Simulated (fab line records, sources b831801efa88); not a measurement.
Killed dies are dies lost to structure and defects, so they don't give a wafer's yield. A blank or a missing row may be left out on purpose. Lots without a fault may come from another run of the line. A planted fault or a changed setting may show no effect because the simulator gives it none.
Which tool did it? | flow gf180mcu | 24 lots, 72 wafers sampled, at 6 steps of a route of 602

WHAT THE GAUGES READ, wafer by wafer
GF_V1_RS_MEAS_24: measures by four-point-probe. Usual: V1_W_RS 0.329 ohm/sq, standard deviation 0.0032.
lot  | measured     | on            | V1_W_RS (ohm/sq)  | flag
L074 | day 18 01:09 | film_metro-01 | 0.326 0.328 0.324 |
L075 | day 18 12:33 | film_metro-04 | 0.329 0.324 0.329 |
L076 | day 18 16:26 | film_metro-02 | 0.326 0.332 0.331 |
L077 | day 18 20:37 | film_metro-01 | 0.329 0.328 0.327 |
L078 | day 19 22:10 | film_metro-02 | 0.330 0.325 0.323 |
L079 | day 19 22:25 | film_metro-02 | 0.332 0.323 0.329 |
L080 | day 20 08:06 | film_metro-01 | 0.332 0.339 0.330 |
L081 | day 20 19:46 | film_metro-01 | 0.329 0.330 0.328 |
L082 | day 21 07:00 | film_metro-01 | 0.326 0.330 0.325 |
L083 | day 21 13:07 | film_metro-04 | 0.334 0.331 0.334 |
L084 | day 22 05:23 | film_metro-01 | 0.330 0.326 0.331 |
L085 | day 22 15:54 | film_metro-02 | 0.328 0.326 0.327 |
L086 | day 22 16:28 | film_metro-02 | 0.326 0.328 0.327 |
L087 | day 22 23:43 | film_metro-02 | 0.334 0.328 0.335 |
L088 | day 23 10:07 | film_metro-04 | 0.326 0.327 0.326 |
L089 | day 23 20:47 | film_metro-01 | 0.329 0.331 0.327 |
L090 | day 24 05:37 | film_metro-04 | 0.329 0.326 0.329 |
L091 | day 24 10:13 | film_metro-04 | 0.332 0.333 0.337 |
L092 | day 24 18:24 | film_metro-01 | 0.330 0.330 0.330 |
L093 | day 24 22:56 | film_metro-04 | 0.329 0.334 0.323 |
L094 | day 25 07:39 | film_metro-04 | 0.327 0.328 0.329 |
L095 | day 25 12:38 | film_metro-02 | 0.326 0.325 0.331 |
L096 | day 25 19:08 | film_metro-02 | 0.331 0.326 0.331 |
L097 | day 26 03:10 | film_metro-04 | 0.331 0.327 0.331 |

GF_V5_THK_MEAS_01. Usual: V5_CVD_00_THK 300 nm, standard deviation 3.
lot  | measured     | on            | V5_CVD_00_THK (nm) | flag
L074 | day 26 05:50 | film_metro-01 | 296 299 299        |
L075 | day 26 15:59 | film_metro-01 | 295 301 294        |
L076 | day 26 18:20 | film_metro-01 | 304 301 302        |
L077 | day 26 22:44 | film_metro-01 | 302 294 302        |
L078 | day 27 19:31 | film_metro-01 | 299 291 296        |
L079 | day 27 20:05 | film_metro-02 | 301 305 305        |
L080 | day 28 02:37 | film_metro-01 | 302 303 306        |
L081 | day 28 13:23 | film_metro-01 | 296 302 298        |
L082 | day 28 23:22 | film_metro-01 | 299 300 298        |
L083 | day 29 04:29 | film_metro-04 | 297 301 298        |
L084 | day 29 16:19 | film_metro-01 | 302 301 299        |
L085 | day 29 23:43 | film_metro-04 | 293 294 300        |
L086 | day 30 02:13 | film_metro-02 | 295 301 303        |
L087 | day 30 08:15 | film_metro-02 | 303 295 300        |
L088 | day 30 16:32 | film_metro-02 | 303 300 303        |
L089 | day 30 23:18 | film_metro-01 | 302 298 299        |
L090 | day 31 07:25 | film_metro-02 | 300 296 298        |
L091 | day 31 11:16 | film_metro-01 | 295 299 299        |
L092 | day 31 16:13 | film_metro-04 | 299 301 302        |
L093 | day 31 20:43 | film_metro-01 | 301 302 300        |
L094 | day 32 03:14 | film_metro-02 | 300 303 300        |
L095 | day 32 07:25 | film_metro-01 | 298 297 299        |
L096 | day 32 13:46 | film_metro-04 | 300 296 299        |
L097 | day 32 18:37 | film_metro-01 | 303 304 301        |

WHICH TOOL RAN EACH LOT (tool, then ch and the chambers of the sampled wafers, then the start)
lot  | GF_M2_SPUTTER_01             | GF_V2_CVD_23                  | GF_V3_CMP_04                  | GF_V3_CMP_26
L074 | pvd_sputter-03, day 18 01:41 | cvd_w-01 ch 0,1, day 20 04:04 | cmp-02 ch 0,1,2, day 21 06:56 | cmp-01 ch 0,1,3, day 22 08:31
L075 | pvd_sputter-04, day 18 13:07 | cvd_w-02 ch 0,1, day 20 15:43 | cmp-02 ch 0,1,2, day 21 17:59 | cmp-01 ch 1,2,3, day 22 19:30
L076 | pvd_sputter-04, day 18 17:01 | cvd_w-02 ch 0,1, day 20 19:40 | cmp-01 ch 0,1,3, day 21 21:44 | cmp-01 ch 0,2, day 22 22:45
L077 | pvd_sputter-03, day 18 21:11 | cvd_w-01 ch 0,1, day 20 23:43 | cmp-01 ch 1,2, day 22 01:40   | cmp-01 ch 1,2,3, day 23 02:53
L078 | pvd_sputter-04, day 19 22:44 | cvd_w-01 ch 0,1, day 22 01:05 | cmp-01 ch 0,1,3, day 23 02:23 | cmp-02 ch 1,3, day 24 02:55
L079 | pvd_sputter-03, day 19 23:02 | cvd_w-02 ch 0,1, day 22 01:32 | cmp-02 ch 0,2,3, day 23 02:44 | cmp-01 ch 0,1, day 24 03:00
L080 | pvd_sputter-03, day 20 08:41 | cvd_w-02 ch 0,1, day 22 11:02 | cmp-01 ch 2,3, day 23 12:39   | cmp-01 ch 1,2, day 24 12:06
L081 | pvd_sputter-01, day 20 20:21 | cvd_w-01 ch 0,1, day 22 22:23 | cmp-02 ch 0,1,2, day 23 23:08 | cmp-02 ch 0,2, day 24 22:06
L082 | pvd_sputter-03, day 21 07:32 | cvd_w-01 ch 0,1, day 23 09:35 | cmp-01 ch 0,1,2, day 24 10:17 | cmp-02 ch 2,3, day 25 09:14
L083 | pvd_sputter-03, day 21 13:39 | cvd_w-01 ch 0,1, day 23 15:17 | cmp-01 ch 1,2,3, day 24 15:56 | cmp-01 ch 0,1,2, day 25 14:48
L084 | pvd_sputter-03, day 22 05:57 | cvd_w-02 ch 0, day 24 05:35   | cmp-02 ch 0,2,3, day 25 06:17 | cmp-02 ch 1,3, day 26 04:58
L085 | pvd_sputter-03, day 22 16:29 | cvd_w-01 ch 0,1, day 24 16:01 | cmp-02 ch 0,3, day 25 15:56   | cmp-02 ch 0,1,2, day 26 14:09
L086 | pvd_sputter-04, day 22 17:03 | cvd_w-01 ch 0,1, day 24 17:02 | cmp-02 ch 0,1,2, day 25 17:06 | cmp-02 ch 1,2,3, day 26 16:31
L087 | pvd_sputter-03, day 23 00:16 | cvd_w-02 ch 0,1, day 24 23:55 | cmp-01 ch 0,1,2, day 25 23:14 | cmp-02 ch 0,1, day 26 21:13
L088 | pvd_sputter-04, day 23 10:51 | cvd_w-02 ch 0,1, day 25 09:05 | cmp-01 ch 1,2, day 26 07:54   | cmp-01 ch 0,3, day 27 06:13
L089 | pvd_sputter-04, day 23 21:21 | cvd_w-02 ch 0, day 25 19:02   | cmp-01 ch 0,3, day 26 17:24   | cmp-01 ch 2,3, day 27 15:42
L090 | pvd_sputter-03, day 24 06:12 | cvd_w-01 ch 0, day 26 04:02   | cmp-02 ch 1,3, day 27 02:16   | cmp-02 ch 0,3, day 27 23:48
L091 | pvd_sputter-04, day 24 10:58 | cvd_w-02 ch 0, day 26 07:56   | cmp-02 ch 1,2, day 27 06:22   | cmp-01 ch 2,3, day 28 04:08
L092 | pvd_sputter-03, day 24 18:59 | cvd_w-02 ch 0,1, day 26 15:56 | cmp-02 ch 1,2,3, day 27 13:44 | cmp-01 ch 0,1,3, day 28 10:06
L093 | pvd_sputter-04, day 24 23:30 | cvd_w-01 ch 1, day 26 19:46   | cmp-01 ch 1,2, day 27 17:53   | cmp-02 ch 0,3, day 28 15:33
L094 | pvd_sputter-04, day 25 08:14 | cvd_w-02 ch 0,1, day 27 04:26 | cmp-01 ch 0,1,3, day 28 01:30 | cmp-01 ch 0,1,3, day 28 23:01
L095 | pvd_sputter-03, day 25 13:11 | cvd_w-01 ch 0,1, day 27 09:22 | cmp-01 ch 2,3, day 28 07:05   | cmp-02 ch 2,3, day 29 02:59
L096 | pvd_sputter-01, day 25 19:43 | cvd_w-02 ch 0,1, day 27 15:26 | cmp-02 ch 0,2, day 28 13:28   | cmp-02 ch 0,3, day 29 09:19
L097 | pvd_sputter-03, day 26 03:41 | cvd_w-01 ch 0,1, day 27 23:18 | cmp-02 ch 0,1,3, day 28 20:03 | cmp-02 ch 0,1,3, day 29 16:44
- GF_M2_SPUTTER_01: material TiN, target thk 30 nm, time 25 s.
- GF_V2_CVD_23: deposits W, target thk 350 nm, time 104.94 s.
- GF_V3_CMP_04: polishes SiO2.
- GF_V3_CMP_26: polishes, stops on SiO2, t overpolish 15 s, target thk 0 nm.

WHAT THE TOOLS THEMSELVES READ (means of the sampled wafers that have a number; where no wafer has one, the mark that the record gives instead)
GF_M2_SPUTTER_01. Usual: throttle_valve_pct 30.0 %, standard deviation 1.
lot  | tool           | throttle_valve_pct (%) | flag
L074 | pvd_sputter-03 | 30.5                   |
L075 | pvd_sputter-04 | 29.2                   |
L076 | pvd_sputter-04 | 29.3                   |
L077 | pvd_sputter-03 | 30.6                   |
L078 | pvd_sputter-04 | 29.0                   |
L079 | pvd_sputter-03 | 30.2                   |
L080 | pvd_sputter-03 | 30.7                   |
L081 | pvd_sputter-01 | 31.0                   |
L082 | pvd_sputter-03 | 30.0                   |
L083 | pvd_sputter-03 | 30.5                   |
L084 | pvd_sputter-03 | 30.2                   |
L085 | pvd_sputter-03 | 30.2                   |
L086 | pvd_sputter-04 | 29.4                   |
L087 | pvd_sputter-03 | 30.1                   |
L088 | pvd_sputter-04 | 29.2                   |
L089 | pvd_sputter-04 | 30.3                   |
L090 | pvd_sputter-03 | 30.0                   |
L091 | pvd_sputter-04 | 29.3                   |
L092 | pvd_sputter-03 | 30.4                   |
L093 | pvd_sputter-04 | 29.1                   |
L094 | pvd_sputter-04 | 30.1                   |
L095 | pvd_sputter-03 | 30.6                   |
L096 | pvd_sputter-01 | 30.0                   |
L097 | pvd_sputter-03 | 30.2                   |

GF_V2_CVD_23. Usual: chamber_pressure_Torr 40.00 Torr, standard deviation 0.09; heater_power_w 842 W, standard deviation 44.
lot  | tool     | chamber_pressure_Torr (Torr) | heater_power_w (W) | flag
L074 | cvd_w-01 | 39.90                        | 818                |
L075 | cvd_w-02 | 40.02                        | 891                |
L076 | cvd_w-02 | 39.98                        | 884                |
L077 | cvd_w-01 | 39.96                        | 792                |
L078 | cvd_w-01 | 40.05                        | 792                |
L079 | cvd_w-02 | 40.00                        | 867                |
L080 | cvd_w-02 | 40.07                        | 884                |
L081 | cvd_w-01 | 39.99                        | 816                |
L082 | cvd_w-01 | 40.13                        | 795                |
L083 | cvd_w-01 | 39.90                        | 826                |
L084 | cvd_w-02 | 39.90                        | 875                |
L085 | cvd_w-01 | 40.00                        | 827                |
L086 | cvd_w-01 | 39.98                        | 812                |
L087 | cvd_w-02 | 39.95                        | 874                |
L088 | cvd_w-02 | 40.05                        | 861                |
L089 | cvd_w-02 | 40.04                        | 895                |
L090 | cvd_w-01 | 39.94                        | 785                |
L091 | cvd_w-02 | 39.94                        | 878                |
L092 | cvd_w-02 | 40.02                        | 860                |
L093 | cvd_w-01 | 40.07                        | 839                |
L094 | cvd_w-02 | 40.02                        | 876                |
L095 | cvd_w-01 | 39.92                        | 798                |
L096 | cvd_w-02 | 40.03                        | 877                |
L097 | cvd_w-01 | 39.99                        | 805                |

GF_V3_CMP_04. Usual: motor_current_A 11.9 A, standard deviation 1.3; time_to_endpoint_s 79 s, standard deviation 4.9.
lot  | tool   | motor_current_A (A) | time_to_endpoint_s (s) | flag
L074 | cmp-02 | 12.7                | 77                     |
L075 | cmp-02 | 12.5                | 84                     |
L076 | cmp-01 | 10.9                | 85                     |
L077 | cmp-01 | 11.7                | 83                     |
L078 | cmp-01 | 11.2                | 85                     |
L079 | cmp-02 | 12.4                | 80                     |
L080 | cmp-01 | 10.8                | 81                     |
L081 | cmp-02 | 12.6                | 78                     |
L082 | cmp-01 | 11.2                | 86                     |
L083 | cmp-01 | 11.0                | 83                     |
L084 | cmp-02 | 12.4                | 76                     |
L085 | cmp-02 | 13.3                | 80                     |
L086 | cmp-02 | 12.8                | 75                     |
L087 | cmp-01 | 10.9                | 79                     |
L088 | cmp-01 | 11.0                | 80                     |
L089 | cmp-01 | 11.0                | 78                     |
L090 | cmp-02 | 13.9                | 80                     |
L091 | cmp-02 | 12.1                | 81                     |
L092 | cmp-02 | 12.7                | 73                     |
L093 | cmp-01 | 10.8                | 84                     |
L094 | cmp-01 | 11.1                | 76                     |
L095 | cmp-01 | 11.0                | 78                     |
L096 | cmp-02 | 11.6                | 72                     |
L097 | cmp-02 | 13.6                | 78                     |

GF_V3_CMP_26. Usual: motor_current_A 10.9 A, standard deviation 1.1; overpolish_run_s 15.001 s, standard deviation 0.008; time_to_endpoint_s 85 s, standard deviation 3.6.
lot  | tool   | motor_current_A (A) | overpolish_run_s (s) | time_to_endpoint_s (s) | flag
L074 | cmp-01 | 10.5                | 14.998               | 90                     |
L075 | cmp-01 | 10.2                | 15.000               | 86                     |
L076 | cmp-01 | 9.9                 | 15.003               | 90                     |
L077 | cmp-01 | 10.0                | 14.998               | 88                     |
L078 | cmp-02 | 12.4                | 15.004               | 81                     |
L079 | cmp-01 | 10.3                | 15.000               | 87                     |
L080 | cmp-01 | 10.3                | 15.001               | 85                     |
L081 | cmp-02 | 10.6                | 15.001               | 83                     |
L082 | cmp-02 | 11.9                | 14.996               | 85                     |
L083 | cmp-01 | 9.7                 | 15.001               | 84                     |
L084 | cmp-02 | 12.5                | 15.013               | 85                     |
L085 | cmp-02 | 11.2                | 14.996               | 83                     |
L086 | cmp-02 | 11.7                | 15.003               | 88                     |
L087 | cmp-02 | 12.3                | 15.004               | 79                     |
L088 | cmp-01 | 9.9                 | 15.000               | 83                     |
L089 | cmp-01 | 10.0                | 15.010               | 86                     |
L090 | cmp-02 | 12.5                | 15.002               | 84                     |
L091 | cmp-01 | 9.8                 | 15.005               | 90                     |
L092 | cmp-01 | 10.1                | 15.001               | 85                     |
L093 | cmp-02 | 12.2                | 15.004               | 84                     |
L094 | cmp-01 | 9.9                 | 15.007               | 86                     |
L095 | cmp-02 | 11.1                | 14.999               | 80                     |
L096 | cmp-02 | 11.8                | 14.998               | 80                     |
L097 | cmp-02 | 12.6                | 14.996               | 81                     |

THE ANSWER, worked out from the rows above alone
Rule: a lot is off if the mean of its wafers that have a number lies more than 3 standard deviations from the usual mean. A lot without any number at a reading at which 4 lots or more have one is off too. The other lots that the step has rows for count as sound. The gauges are gone through in route order, then the tools' own readings, and for those a lot's mean is taken as printed above. The first step at which some lot is off is used, and at that step the reading that is off furthest; a lot without a number counts as furthest.
No lot is off at any reading shown: from this, nothing can be told.

WHAT THE SIMULATOR HAD PUT IN
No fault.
